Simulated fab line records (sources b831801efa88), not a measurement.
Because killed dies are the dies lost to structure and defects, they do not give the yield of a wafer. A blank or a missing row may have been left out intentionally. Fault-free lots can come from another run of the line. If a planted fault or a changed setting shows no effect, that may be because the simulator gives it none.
One fault through the eyes of 2 desks | flow sky130 | only its own numbers are on each desk; what lay behind them is given at the end

## METROLOGY DESK
What the gauges read, lot by lot, whatever tool the lot ran on: means of the sampled wafers that have a number. Marked OUT: a lot whose mean sits more than 4 standard deviations from the usual mean, which makes it out of limits; the brackets give that distance.
Columns: A = LI_CONTACT_OVL at SKY_LI_CONTACT_OVL_MEAS_13, usual 0 nm; B = CONTACT_CVD_00_THK at SKY_CONTACT_THK_MEAS_01, usual 75.1 nm; C = CONTACT_HDPCVD_THK at SKY_CONTACT_THK_MEAS_03, usual 568 nm
lot  | first seen here | A  | B    | C
L707 | day 28 08:36    | 5  | 74.8 | 565
L708 | day 28 21:50    | -5 | 74.8 | 574
L709 | day 29 03:17    | 7  | 76.4 | 575
L711 | day 30 05:42    | 1  | 74.9 | 570
L712 | day 30 07:24    | 1  | 76.4 | 567
L713 | day 30 15:21    | 2  | 75.6 | 564
L716 | day 31 21:03    | 3  | 74.7 | 569
L717 | day 32 04:11    | 2  | 75.1 | 567
L719 | day 32 18:36    | -0 | 73.8 | 564
L720 | day 33 20:54    | -6 | 75.8 | 571
L723 | day 35 13:43    | -0 | 74.7 | 566
L724 | day 35 14:52    | 4  | 75.8 | 564
L728 | day 36 16:20    | 4  | 74.7 | 576
L727 | day 36 22:36    | -6 | 74.0 | 574
L730 | day 37 01:33    | 2  | 74.5 | 565
Finding of this desk: none of the 15 lots has anything out of limits.

## AT THE TOOL OWNER'S DESK: litho-track-03
The tool's own readings at SKY_LOCAL_INTERCONNECT_COAT_05 (resist thk 60 nm): means of the sampled wafers that have a number, for each lot that ran on this tool. Marked OUT: a lot whose mean sits more than 4 standard deviations from the usual mean, which makes it out of limits; the brackets give that distance.
Columns: A = dispense-pressure-kPa at SKY_LOCAL_INTERCONNECT_COAT_05, usual 48.5 kPa
lot  | first seen here | A
L709 | day 29 18:02    | 49.8
L720 | day 34 10:59    | 49.8
L723 | day 36 04:10    | 49.8
L724 | day 36 05:02    | 49.8
L727 | day 37 12:31    | 49.8
Finding of this desk: none of the 5 lots has anything out of limits.

## ALL TOGETHER
Nothing out of limits was seen by the metrology desk.
The tool owner's desk saw nothing out of limits.

## WHAT HAD BEEN PUT IN BY THE SIMULATOR
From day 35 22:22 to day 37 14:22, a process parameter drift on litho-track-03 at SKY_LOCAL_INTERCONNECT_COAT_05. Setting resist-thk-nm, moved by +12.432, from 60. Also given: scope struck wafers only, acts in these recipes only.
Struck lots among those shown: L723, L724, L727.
